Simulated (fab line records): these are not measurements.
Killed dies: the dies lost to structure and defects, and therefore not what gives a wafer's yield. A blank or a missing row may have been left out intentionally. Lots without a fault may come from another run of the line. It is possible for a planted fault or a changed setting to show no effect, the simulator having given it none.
Which tool is to blame? :: flow sfq_line :: 13 lots with 39 wafers sampled at 3 steps, on a route of 325 steps

## WHAT EACH GAUGE READ, for each wafer
No reading from a measuring or inspecting step in the record can be judged against a usual standard deviation.

## TOOL THAT RAN EACH LOT (tool first, then ch and the chambers of the sampled wafers, then the start)
lot: L463
SFQ_TRILAYER_I2_CMP_CMP_064: cmp-02 ch 0,1,2, day 24 12:09
SFQ_TRILAYER_I2_METRO_MEASURE_065: film_metro-03, day 24 14:52
SFQ_TRILAYER_I2_VIA_ETCH_VIA_ETCH_070: rie_diel-04 ch 2,3, day 30 05:18

lot: L464
SFQ_TRILAYER_I2_CMP_CMP_064: cmp-02 ch 1,2,3, day 25 00:06
SFQ_TRILAYER_I2_METRO_MEASURE_065: film_metro-02, day 25 03:13
SFQ_TRILAYER_I2_VIA_ETCH_VIA_ETCH_070: rie_diel-04 ch 1,2,3, day 30 17:18

lot: L465
SFQ_TRILAYER_I2_CMP_CMP_064: cmp-01 ch 0,3, day 27 10:05
SFQ_TRILAYER_I2_METRO_MEASURE_065: film_metro-04, day 27 12:42
SFQ_TRILAYER_I2_VIA_ETCH_VIA_ETCH_070: rie_diel-04 ch 0,1,3, day 33 10:16

lot: L466
SFQ_TRILAYER_I2_CMP_CMP_064: cmp-01 ch 0,1,2, day 27 13:05
SFQ_TRILAYER_I2_METRO_MEASURE_065: film_metro-03, day 27 15:42
SFQ_TRILAYER_I2_VIA_ETCH_VIA_ETCH_070: rie_diel-03 ch 0,2,3, day 33 13:52

lot: L468
SFQ_TRILAYER_I2_CMP_CMP_064: cmp-01 ch 0,1, day 27 16:05
SFQ_TRILAYER_I2_METRO_MEASURE_065: film_metro-04, day 27 19:06
SFQ_TRILAYER_I2_VIA_ETCH_VIA_ETCH_070: rie_diel-04 ch 0,1,3, day 33 19:52

lot: L470
SFQ_TRILAYER_I2_CMP_CMP_064: cmp-01 ch 1,2,3, day 33 13:43
SFQ_TRILAYER_I2_METRO_MEASURE_065: film_metro-02, day 33 15:20
SFQ_TRILAYER_I2_VIA_ETCH_VIA_ETCH_070: rie_diel-02 ch 1,2, day 39 12:38

lot: L474
SFQ_TRILAYER_I2_CMP_CMP_064: cmp-01 ch 0,2,3, day 35 10:19
SFQ_TRILAYER_I2_METRO_MEASURE_065: film_metro-02, day 35 12:38
SFQ_TRILAYER_I2_VIA_ETCH_VIA_ETCH_070: rie_diel-04 ch 1,2,3, day 41 12:59

lot: L476
SFQ_TRILAYER_I2_CMP_CMP_064: cmp-02 ch 0,1, day 36 03:14
SFQ_TRILAYER_I2_METRO_MEASURE_065: film_metro-03, day 36 05:52
SFQ_TRILAYER_I2_VIA_ETCH_VIA_ETCH_070: rie_diel-03 ch 0,3, day 42 02:11

lot: L480
SFQ_TRILAYER_I2_CMP_CMP_064: cmp-02 ch 0,1, day 37 11:31
SFQ_TRILAYER_I2_METRO_MEASURE_065: film_metro-04, day 37 14:38
SFQ_TRILAYER_I2_VIA_ETCH_VIA_ETCH_070: rie_diel-03 ch 1,3, day 43 14:20

lot: L483
SFQ_TRILAYER_I2_CMP_CMP_064: cmp-02 ch 1,2, day 38 09:44
SFQ_TRILAYER_I2_METRO_MEASURE_065: film_metro-04, day 38 12:52
SFQ_TRILAYER_I2_VIA_ETCH_VIA_ETCH_070: rie_diel-04 ch 1,2, day 44 14:28

lot: L484
SFQ_TRILAYER_I2_CMP_CMP_064: cmp-02 ch 0,1,3, day 38 21:42
SFQ_TRILAYER_I2_METRO_MEASURE_065: film_metro-02, day 39 01:01
SFQ_TRILAYER_I2_VIA_ETCH_VIA_ETCH_070: rie_diel-02 ch 0,1,2, day 45 01:16

lot: L485
SFQ_TRILAYER_I2_CMP_CMP_064: cmp-02 ch 1,2,3, day 39 11:04
SFQ_TRILAYER_I2_METRO_MEASURE_065: film_metro-04, day 39 14:23
SFQ_TRILAYER_I2_VIA_ETCH_VIA_ETCH_070: rie_diel-04 ch 1,3, day 45 12:04

lot: L486
SFQ_TRILAYER_I2_CMP_CMP_064: cmp-02 ch 0,1, day 39 20:04
SFQ_TRILAYER_I2_METRO_MEASURE_065: film_metro-04, day 39 23:11
SFQ_TRILAYER_I2_VIA_ETCH_VIA_ETCH_070: rie_diel-02 ch 0,1, day 45 19:16
- SFQ_TRILAYER_I2_CMP_CMP_064: polishes SiO2.
- SFQ_TRILAYER_I2_METRO_MEASURE_065
- SFQ_TRILAYER_I2_VIA_ETCH_VIA_ETCH_070: etches SiO2 in CHF3, stops on Nb, target depth 260 nm.

## AS READ BY THE TOOLS THEMSELVES (means over the sampled wafers that have a number; for cases with no such wafer, the mark the record gives instead)
SFQ_TRILAYER_I2_CMP_CMP_064.
lot: L463
tool: cmp-02
motor_current_A (A): 10.4
slurry_flow_ml_min: 150.4
time_to_endpoint_s (s): 220

lot: L464
tool: cmp-02
motor_current_A (A): 10.8
slurry_flow_ml_min: 150.5
time_to_endpoint_s (s): 206

lot: L465
tool: cmp-01
motor_current_A (A): 10.0
slurry_flow_ml_min: 149.5
time_to_endpoint_s (s): 219

lot: L466
tool: cmp-01
motor_current_A (A): 9.3
slurry_flow_ml_min: 150.0
time_to_endpoint_s (s): 205

lot: L468
tool: cmp-01
motor_current_A (A): 9.2
slurry_flow_ml_min: 149.8
time_to_endpoint_s (s): 223

lot: L470
tool: cmp-01
motor_current_A (A): 9.0
slurry_flow_ml_min: 149.8
time_to_endpoint_s (s): 222

lot: L474
tool: cmp-01
motor_current_A (A): 9.7
slurry_flow_ml_min: 150.2
time_to_endpoint_s (s): 225

lot: L476
tool: cmp-02
motor_current_A (A): 10.2
slurry_flow_ml_min: 150.2
time_to_endpoint_s (s): 219

lot: L480
tool: cmp-02
motor_current_A (A): 9.8
slurry_flow_ml_min: 149.6
time_to_endpoint_s (s): 215

lot: L483
tool: cmp-02
motor_current_A (A): 11.0
slurry_flow_ml_min: 150.5
time_to_endpoint_s (s): 223

lot: L484
tool: cmp-02
motor_current_A (A): 9.8
slurry_flow_ml_min: 150.3
time_to_endpoint_s (s): 216

lot: L485
tool: cmp-02
motor_current_A (A): 11.1
slurry_flow_ml_min: 150.5
time_to_endpoint_s (s): 211

lot: L486
tool: cmp-02
motor_current_A (A): 10.0
slurry_flow_ml_min: 150.2
time_to_endpoint_s (s): 215

SFQ_TRILAYER_I2_METRO_MEASURE_065.
lot: L463
tool: film_metro-03
thk_nm (nm): 198.2

lot: L464
tool: film_metro-02
thk_nm (nm): 199.9

lot: L465
tool: film_metro-04
thk_nm (nm): 200.4

lot: L466
tool: film_metro-03
thk_nm (nm): 199.5

lot: L468
tool: film_metro-04
thk_nm (nm): 200.0

lot: L470
tool: film_metro-02
thk_nm (nm): 200.4

lot: L474
tool: film_metro-02
thk_nm (nm): 181.9

lot: L476
tool: film_metro-03
thk_nm (nm): 199.7

lot: L480
tool: film_metro-04
thk_nm (nm): 200.1

lot: L483
tool: film_metro-04
thk_nm (nm): 200.0

lot: L484
tool: film_metro-02
thk_nm (nm): 199.5

lot: L485
tool: film_metro-04
thk_nm (nm): 199.3

lot: L486
tool: film_metro-04
thk_nm (nm): 200.9

SFQ_TRILAYER_I2_VIA_ETCH_VIA_ETCH_070.
lot: L463
tool: rie_diel-04
drypump_motor_current_A (A): 5.7
oes_product_au (a.u.): 0.851

lot: L464
tool: rie_diel-04
drypump_motor_current_A (A): 5.4
oes_product_au (a.u.): 0.853

lot: L465
tool: rie_diel-04
drypump_motor_current_A (A): 5.3
oes_product_au (a.u.): 0.853

lot: L466
tool: rie_diel-03
drypump_motor_current_A (A): 6.1
oes_product_au (a.u.): 0.855

lot: L468
tool: rie_diel-04
drypump_motor_current_A (A): 5.3
oes_product_au (a.u.): 0.857

lot: L470
tool: rie_diel-02
drypump_motor_current_A (A): 5.8
oes_product_au (a.u.): 0.854

lot: L474
tool: rie_diel-04
drypump_motor_current_A (A): 5.3
oes_product_au (a.u.): 0.811

lot: L476
tool: rie_diel-03
drypump_motor_current_A (A): 5.9
oes_product_au (a.u.): 0.852

lot: L480
tool: rie_diel-03
drypump_motor_current_A (A): 6.1
oes_product_au (a.u.): 0.854

lot: L483
tool: rie_diel-04
drypump_motor_current_A (A): 5.0
oes_product_au (a.u.): 0.849

lot: L484
tool: rie_diel-02
drypump_motor_current_A (A): 5.7
oes_product_au (a.u.): 0.854

lot: L485
tool: rie_diel-04
drypump_motor_current_A (A): 5.7
oes_product_au (a.u.): 0.850

lot: L486
tool: rie_diel-02
drypump_motor_current_A (A): 5.6
oes_product_au (a.u.): 0.853

## THE ANSWER, worked out from the rows above alone
Rule: what is usual is taken from the lots themselves. The widest of any qualifying gaps counts: lots, ordered by their means at a reading, are off when they make up no more than a third of the lots, leave a main group of 4 or more, and stand apart from it by 3 or more times the standard deviation of that group's means. Not used: any main group whose means are identical at the precision the tables above print for the reading. Also off: a lot with no number at a reading for which 4 or more lots have one. Any other lot the step has rows for is counted as sound. First the gauges in route order, then the tools' own readings, where a lot's mean is used as printed above. The first step at which some lot is off is used, and at that step the reading that is off furthest; a lot without a number counts as furthest.
Off: L474 (SFQ_TRILAYER_I2_METRO_MEASURE_065, thk_nm). The main group has a mean of 199.8 nm with a standard deviation of 0.65.
If a tool, at that step or one of the process steps before it, ran each lot that is off and ran no sound lot following the first of them, it fits. One fits: SFQ_TRILAYER_I2_CMP_CMP_064 on cmp-01. A fault onset in the window from L470 (day 33 13:43, its last sound lot) to L474 (day 35 10:19, its first lot off) fits.

## WHAT THE SIMULATOR HAD INSERTED
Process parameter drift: cmp-01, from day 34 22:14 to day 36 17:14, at SFQ_TRILAYER_I2_CMP_CMP_064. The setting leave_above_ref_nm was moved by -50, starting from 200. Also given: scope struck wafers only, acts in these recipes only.
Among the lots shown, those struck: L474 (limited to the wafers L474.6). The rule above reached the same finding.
